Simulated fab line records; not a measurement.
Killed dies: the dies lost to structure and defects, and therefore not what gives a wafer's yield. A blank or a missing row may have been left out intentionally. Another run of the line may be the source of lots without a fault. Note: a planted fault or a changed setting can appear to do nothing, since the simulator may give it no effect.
Chamber matching + flow gf180mcu + pecvd-03 running GF_V2_CVD_02: 3 sister chambers
The step deposits SiO2 from TEOS, target thk 850 nm, time 94.851 s. 6 wafers are shown with their chamber, then 8 later ones without.

== WAFERS PAIRED WITH THEIR CHAMBERS ==
| wafer  | chamber | heater power w (W) | heater power outer w (W) |
|--------|---------|--------------------|--------------------------|
| L085.4 | 0       | 600                | 311                      |
| L085.6 | 1       | 512                | 310                      |
| L089.1 | 0       | 575                | 282                      |
| L089.2 | 2       | 639                | 344                      |
| L089.3 | 1       | 574                | 341                      |
| L090.3 | 2       | 780                | 437                      |

== WAFERS MISSING THEIR CHAMBER ==
| wafer  | heater power w (W) | heater power outer w (W) |
|--------|--------------------|--------------------------|
| L090.4 | 623                | 398                      |
| L090.6 | 538                | 269                      |
| L093.3 | 726                | 406                      |
| L093.4 | 611                | 375                      |
| L093.6 | 746                | 416                      |
| L097.3 | 720                | 413                      |
| L097.5 | 761                | 438                      |
| L097.6 | 570                | 340                      |

== WHICH CHAMBER EACH WENT THROUGH ==
| wafer  | from the rows above          | in truth |
|--------|------------------------------|----------|
| L090.4 | can't be placed: 2 or 1 or 0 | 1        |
| L090.6 | can't be placed: 0 or 1      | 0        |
| L093.3 | 2                            | 2        |
| L093.4 | can't be placed: 2 or 1 or 0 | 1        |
| L093.6 | 2                            | 2        |
| L097.3 | 2                            | 2        |
| L097.5 | 2                            | 2        |
| L097.6 | can't be placed: 1 or 0 or 2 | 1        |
4 of 8 placed correctly. Not placeable from these rows: 4 (in 4, the candidates include the true chamber). Wrongly placed: 0.
How it was worked out, from the rows above alone: a wafer's distance from a chamber is the root of the sum, over the readings, of the square of ((its reading less the chamber's mean) divided by the reading's scatter). If the next closest chamber is less than 2 further off than the closest, the wafer can't be placed; otherwise it belongs to the closest. The mean given for a chamber averages the wafers shown for that chamber. The scatter: the root of (the sum of the squares of (reading less its chamber's mean) over the shown wafers, divided by (wafers less chambers)).
